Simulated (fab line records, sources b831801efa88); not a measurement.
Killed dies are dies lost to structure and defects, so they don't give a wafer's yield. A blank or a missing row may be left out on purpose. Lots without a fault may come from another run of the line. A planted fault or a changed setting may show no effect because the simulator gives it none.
fab line records | flow gf180mcu
record lots=12 wafers=36 last_day=34
route steps=602 shown V1@339 V3@447
lots that met no fault: from a run of the same line without faults
start_h: hours from the record's first day to the start of the lot's first wafer shown | wait_h: hours since the lot's step before | " the same as in the row above | L1.1+2: a row that stands for several wafers | - no value, or no start given | * or withheld: withheld | < > ~ a bound
route shown NAME@n: a module of which the file shows steps, and the number in the route of the first | usual: mean/standard deviation of fault-free wafers | same: alike in all rows | chamber/n: place in a boat | sites: the reading at each site | _std_site: their standard deviation | _edge_site: outer sites' mean less inner sites' | radius_mm: how far each site lies from the wafer's centre | mask NAME#n: copy n | behind: the tool/chamber that last shaped the wafer | hold: why the lot was held/for how many hours/how that ended | device: the transistor (n, p or np) that didn't switch | end of line: the same wafers' tests at the end of the route | a step without rows: its recipe alone | killed: dies lost to structure and defects at the first sort, not the wafer's yield | map: a wafer's dies, x killed, . not, _ none there
set.NAME: the setting as run; set.NAME@STEP: as run at that earlier step | model.NAME: the simulator's own value behind a step, which no gauge read
steps of the route over a sample of lots; a table a step, a row a wafer
services: from which hour (start_h, from the record's first day; less than 0 if before it) a tool's chamber was out of use, for how many hours, and why
## steps
# step GF_V1_CMP_04
# recipe material=SiO2 down_force_psi=4 platen_rpm=60 pad_velocity_m_s=0.94248
# usual motor_current_A=12.2/1.1 time_to_endpoint_s=80/5.1
# columns lot.wafer tool chamber start_h wait_h motor_current_A time_to_endpoint_s
L538.4 cmp-02 1 380.49 0.0 12.8 87
L538.1 " 3 " " 12.1 81
L538.2 " 0 " " 10.4 86
L541.1 cmp-01 2 410.67 0.1 12.3 75
L541.3 " 0 " " 14.1 74
L541.5 " 1 " " 11.0 83
L542.3 cmp-01 3 421.47 0.0 14.0 80
L542.2 " 0 " " 13.5 68
L542.1 " 1 " " 10.9 75
L549.4 cmp-01 3 489.65 0.1 14.0 85
L549.1 " 1 " " 11.0 79
L549.5 " 2 " " 11.8 76
L551.4 cmp-02 1 504.48 0.0 12.1 85
L551.1 " 2 " " 13.0 77
L551.2 " 0 " " 10.1 103
L552.3 cmp-02 0 511.13 0.0 10.3 107
L552.1 " 3 " " 12.4 80
L552.5 " 0 " " 10.1 107
L555.2 cmp-01 2 545.58 0.1 12.3 74
L555.5 " 0 " " 13.6 82
L555.6 " 1 " " 11.1 83
L557.2 cmp-01 1 554.13 0.0 10.9 88
L557.3 " 3 " " 13.1 82
L557.5 " 1 " " 11.2 85
L558.2 cmp-01 3 562.15 0.0 14.0 77
L558.3 " 0 " " 13.6 79
L558.6 " 3 " " 13.5 82
L559.4 cmp-02 0 571.22 0.1 10.1 85
L559.6 " 3 " " 11.5 86
L559.5 " 0 " " 10.4 84
L560.3 cmp-01 1 578.54 0.0 11.3 86
L560.2 " 3 " " 13.3 85
L560.6 " 1 " " 10.9 85
L561.2 cmp-02 1 586.43 0.0 12.6 77
L561.1 " 2 " " 12.1 73
L561.5 " 2 " " 12.6 74
# step GF_V1_OVL_MEAS_15
# usual V1_OVL=1/5.8
# columns lot.wafer tool chamber start_h wait_h V1_OVL[nm]
L538.1 overlay-01 - 403.73 0.1 0
L538.2 " - " " 9
L538.4 " - " " 5
L541.1 overlay-01 - 435.13 0.1 7
L541.3 " - " " 10
L541.5 " - " " 3
L542.1 overlay-01 - 446.33 0.1 3
L542.2 " - " " 1
L542.3 " - " " -3
L549.1 overlay-01 - 513.88 0.1 -4
L549.4 " - " " 1
L549.5 " - " " 2
L551.1 overlay-01 - 528.67 0.1 -13
L551.2 " - " " 1
L551.4 " - " " 0
L552.1 overlay-01 - 534.88 0.1 -4
L552.3 " - " " -2
L552.5 " - " " 1
L555.2 overlay-02 - 567.54 0.1 4
L555.5 " - " " -13
L555.6 " - " " -4
L557.2 overlay-02 - 576.58 0.1 -4
L557.3 " - " " 3
L557.5 " - " " 7
L558.2 overlay-01 - 584.49 0.1 -2
L558.3 " - " " -1
L558.6 " - " " 0
L559.4 overlay-01 - 592.15 0.1 0
L559.5 " - " " 10
L559.6 " - " " 3
L560.2 overlay-01 - 600.94 0.1 -2
L560.3 " - " " -6
L560.6 " - " " 9
L561.1 overlay-01 - 608.02 0.1 0
L561.2 " - " " 5
L561.5 " - " " -3
# step GF_V1_ETCH_17
# recipe chemistry=C4F8/O2/Ar mask_material=KrF target=SiO2 stop_on=TiN source_w=1500 bias_w=1200 pressure_mtorr=40 c4f8_flow_sccm=withheld O2_flow_sccm=6 Ar_flow_sccm=300 time_s=withheld target_depth_a=6300
# usual oes_product_au=0.856/0.0043
# columns lot.wafer tool chamber start_h wait_h oes_product_au
L538.1 rie_diel-03 2 - - 0.863
L538.2 " 3 " " 0.854
L538.4 " 0 " " 0.856
L541.1 rie_diel-04 0 - - 0.856
L541.3 " 2 " " 0.846
L541.5 " 1 " " 0.852
L542.1 rie_diel-02 0 - - 0.849
L542.2 " 2 " " 0.857
L542.3 " 3 " " 0.848
L549.1 rie_diel-03 0 - - 0.854
L549.4 " 2 " " 0.859
L549.5 " 1 " " 0.854
L551.1 rie_diel-03 0 - - 0.861
L551.2 " 2 " " 0.812
L551.4 " 3 " " 0.860
L552.1 rie_diel-03 1 - - 0.862
L552.3 " 3 " " 0.804
L552.5 " 3 " " 0.806
L555.2 rie_diel-03 0 - - 0.858
L555.5 " 2 " " 0.845
L555.6 " 0 " " 0.855
L557.2 rie_diel-02 3 - - 0.854
L557.3 " 2 " " 0.856
L557.5 " 3 " " 0.860
L558.2 rie_diel-03 2 - - 0.854
L558.3 " 1 " " 0.863
L558.6 " 2 " " 0.850
L559.4 rie_diel-02 1 - - 0.853
L559.5 " 2 " " 0.856
L559.6 " 3 " " 0.850
L560.2 rie_diel-03 1 - - 0.860
L560.3 " 3 " " 0.855
L560.6 " 3 " " 0.858
L561.1 rie_diel-02 2 - - 0.856
L561.2 " 1 " " 0.856
L561.5 " 2 " " 0.855
# step GF_V3_STRIP_18
# recipe chemistry=O2/N2 power_w=1400 pressure_mtorr=1500 platen_temp_c=250 o2_flow_sccm=3000 n2_flow_sccm=300 overash_fraction=0.5
# usual drypump_motor_current_A=5.8/0.57 heater_power_w=336/20 oes_product_au=0.592/0.0047
# same overash_fraction=0.5
# columns lot.wafer tool chamber start_h wait_h drypump_motor_current_A heater_power_w oes_product_au rf_hours_counter_h
L538.1 plasma_asher-03 0 506.84 - 6.6 356 0.587 8
L538.2 " 1 " " 5.2 329 0.591 8
L538.4 " 1 " " 5.2 320 0.597 -
L541.1 plasma_asher-03 0 536.30 - 6.7 352 0.599 12
L541.3 " 1 " " 5.2 311 0.592 -
L541.5 " 1 " " 5.2 324 0.591 -
L542.1 plasma_asher-03 1 548.10 - 5.2 320 0.596 13
L542.2 " 0 " " 6.7 352 0.591 13
L542.3 " 0 " " 6.7 341 0.593 -
L549.1 plasma_asher-04 1 607.30 - 6.4 343 0.589 90
L549.4 " 1 " " 6.4 336 0.589 -
L549.5 " 0 " " 5.3 361 0.595 -
L551.1 plasma_asher-03 1 620.98 - 5.2 310 0.598 20
L551.2 " 0 " " 6.6 354 0.594 20
L551.4 " 0 " " 6.7 357 0.589 -
L552.1 plasma_asher-04 0 626.55 - 5.3 362 0.595 92
L552.3 " 1 " " 6.3 343 0.598 -
L552.5 " 0 " " 5.3 365 0.590 -
L555.2 plasma_asher-03 0 656.34 - 6.6 352 0.602 24
L555.5 " 1 " " 5.2 322 0.589 -
L555.6 " 0 " " 6.6 350 0.592 -
L557.2 plasma_asher-03 1 663.49 - 5.2 320 0.583 25
L557.3 " 0 " " 6.7 362 0.590 -
L557.5 " 1 " " 5.2 319 0.584 -
L558.2 plasma_asher-02 0 671.63 - 5.7 313 0.596 60
L558.3 " 1 " " 5.6 305 0.597 -
L558.6 " 0 " " 5.7 313 0.591 -
L559.4 plasma_asher-04 1 678.33 - 6.3 345 0.596 -
L559.5 " 1 " " 6.3 349 0.586 -
L559.6 " 0 " " 5.3 364 0.591 -
L560.2 plasma_asher-04 0 686.58 - 5.3 366 0.599 96
L560.3 " 0 " " 5.3 361 0.588 -
L560.6 " 1 " " 6.4 343 0.588 -
L561.1 plasma_asher-02 1 693.79 - 5.6 310 0.588 62
L561.2 " 0 " " 5.7 312 0.585 62
L561.5 " 0 " " 5.7 325 0.590 -
# step GF_V3_CVD_23
# recipe material=W target_thk_nm=350 time_s=104.9 temp_c=400 pressure_torr=40
# usual heater_power_w=871/50
# columns lot.wafer tool chamber start_h wait_h heater_power_w
L538.1 cvd_w-01 0 507.49 0.0 923
L538.2 " 1 " " 897
L538.4 " 1 " " 905
L541.1 cvd_w-02 1 537.00 0.0 854
L541.3 " 1 " " 841
L541.5 " 1 " " 855
L542.1 cvd_w-02 0 548.73 0.0 785
L542.2 " 1 " " 847
L542.3 " 1 " " 871
L549.1 cvd_w-02 1 607.96 0.0 832
L549.4 " 0 " " 826
L549.5 " 1 " " 853
L551.1 cvd_w-01 0 621.65 0.0 901
L551.2 " 1 " " 914
L551.4 " 1 " " 911
L552.1 cvd_w-01 1 627.18 0.0 894
L552.3 " 1 " " 898
L552.5 " 1 " " 926
L555.2 cvd_w-02 0 656.98 0.0 808
L555.5 " 1 " " 865
L555.6 " 0 " " 804
L557.2 cvd_w-01 1 664.17 0.0 898
L557.3 " 1 " " 943
L557.5 " 0 " " 933
L558.2 cvd_w-02 1 672.26 0.0 859
L558.3 " 0 " " 804
L558.6 " 1 " " 855
L559.4 cvd_w-01 0 678.97 0.1 939
L559.5 " 0 " " 927
L559.6 " 1 " " 928
L560.2 cvd_w-02 1 687.21 0.0 853
L560.3 " 1 " " 864
L560.6 " 1 " " 836
L561.1 cvd_w-01 1 694.43 0.0 917
L561.2 " 0 " " 926
L561.5 " 0 " " 935
## services
# columns tool chamber start_h hours kind
cvd_w-01 1 389.40 2.9 repair
cvd_w-01 - 390.00 14.0 pm
cmp-01 - 396.87 5.2 pm
cmp-01 - 405.82 4.0 pm
plasma_asher-03 - 412.43 2.8 pm
cmp-01 - 420.08 0.8 repair
plasma_asher-03 - 421.25 9.0 pm
cmp-02 - 421.30 0.6 repair
cmp-02 - 434.96 1.2 repair
cmp-01 - 457.59 1.7 repair
cmp-02 - 462.66 4.9 repair
cvd_w-02 1 474.89 5.9 repair
cmp-01 - 478.74 3.7 pm
cvd_w-01 - 532.36 0.6 repair
rie_diel-03 1 555.55 19.6 repair
cmp-02 - 572.92 4.0 pm
rie_diel-03 3 587.22 8.4 repair
cvd_w-01 - 597.07 6.0 pm
cmp-02 - 611.68 0.8 repair
rie_diel-03 1 628.79 16.8 repair
rie_diel-03 2 629.47 4.3 repair
rie_diel-03 3 642.00 6.4 repair
plasma_asher-03 - 653.94 0.3 repair
cvd_w-02 - 680.46 2.8 pm
## key
first_sign step=GF_V1_CMP_04 reading=time_to_endpoint_s direction=up sigmas=5 usual=* struck=*
effect step=GF_V1_ETCH_17 reading=oes_product_au direction=down sigmas=11 usual=0.856 struck=0.807
met_at GF_V1_CMP_04
struck_lots L551,L552
struck_wafers L551.2,L552.3,L552.5
not_acting_at GF_V1_OVL_MEAS_15,GF_V3_STRIP_18,GF_V3_CVD_23
onset_between 380.49 504.48
fault kind=process_parameter_drift tool=cmp-02 chamber=0 onset_h=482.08 steps=GF_V1_CMP_04 channel=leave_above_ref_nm offset=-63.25 shape=step end_h=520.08 acts_in=these_recipes_only stated=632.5
